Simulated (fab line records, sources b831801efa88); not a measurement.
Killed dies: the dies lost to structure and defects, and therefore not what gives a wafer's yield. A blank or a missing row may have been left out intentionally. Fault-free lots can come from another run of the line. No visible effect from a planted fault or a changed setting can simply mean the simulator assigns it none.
The same fault as seen by 2 desks    flow sky130    each desk has only its own numbers; what lay behind them comes last

== THE METROLOGY DESK ==
What the gauges read for every lot (on any tool): the sampled wafers with a number, averaged. A lot is out of limits, marked OUT, if its mean lies more than 4 standard deviations from the usual mean; the brackets give that distance.
Columns: A = VIA2_BOW at SKY_VIA2_BOW_MEAS_03, usual 85 um; B = cdNm at SKY_VIA2_CD_MEAS_12, usual 199.8 nm
lot   first seen here  A   B
L675  day 35 12:23     84  202.6
L676  day 36 07:48     82  199.1
L678  day 36 15:46     86  200.1
L679  day 36 21:28     80  199.4
L680  day 37 08:13     86  202.3
L681  day 37 13:11     93  200.8
L682  day 37 17:05     80  198.3
L683  day 38 02:36     87  198.9
L684  day 38 22:59     88  201.5
L685  day 38 23:48     84  199.7
L686  day 39 05:43     88  197.9
L694  day 41 12:08     86  199.8
L697  day 42 08:58     88  198.4
This desk found nothing out of limits on any of the 13 lots.

== DESK OF THE TOOL OWNER: pvdSputter-02 ==
The tool's own readings at SKY_METAL3_SPUTTER_04 (material TiN, target thk 70 nm, time 58.3 s): means of the sampled wafers that have a number, for each lot that ran on this tool. A lot is out of limits, marked OUT, if its mean lies more than 4 standard deviations from the usual mean; the brackets give that distance.
Columns: A = cathodeDcPowerW at SKY_METAL3_SPUTTER_04, usual 6500.1 W; B = throttleValvePct at SKY_METAL3_SPUTTER_04, usual 29.8 %
lot   first seen here  A                         B
L676  day 37 11:56     6500.4                    28.6
L678  day 37 19:30     6500.8                    28.8
L685  day 40 02:13     6500.7                    29.3
L694  day 42 13:32     6769.0 (+99 or more) OUT  29.5
This desk's finding: out of limits on L694; first on L694, day 42 13:32 (cathodeDcPowerW at SKY_METAL3_SPUTTER_04). L676, L678, L685: within limits.

== ALL TOGETHER ==
The tool owner's desk had the chance to raise an alarm at day 42 13:32 on L694.
The metrology desk saw nothing out of limits.
The metrology desk holds a record of L694, inside its limits.
On pvdSputter-02, each named lot ran SKY_METAL3_SPUTTER_04.

== WHAT THE SIMULATOR HAD PUT IN ==
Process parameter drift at SKY_METAL3_SPUTTER_04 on pvdSputter-02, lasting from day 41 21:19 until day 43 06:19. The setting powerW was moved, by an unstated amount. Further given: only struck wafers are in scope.
Shown lots that were struck: L694.
How many hours passed from the start of the fault until each desk's first out-of-limits reading: the tool owner's desk, 16.
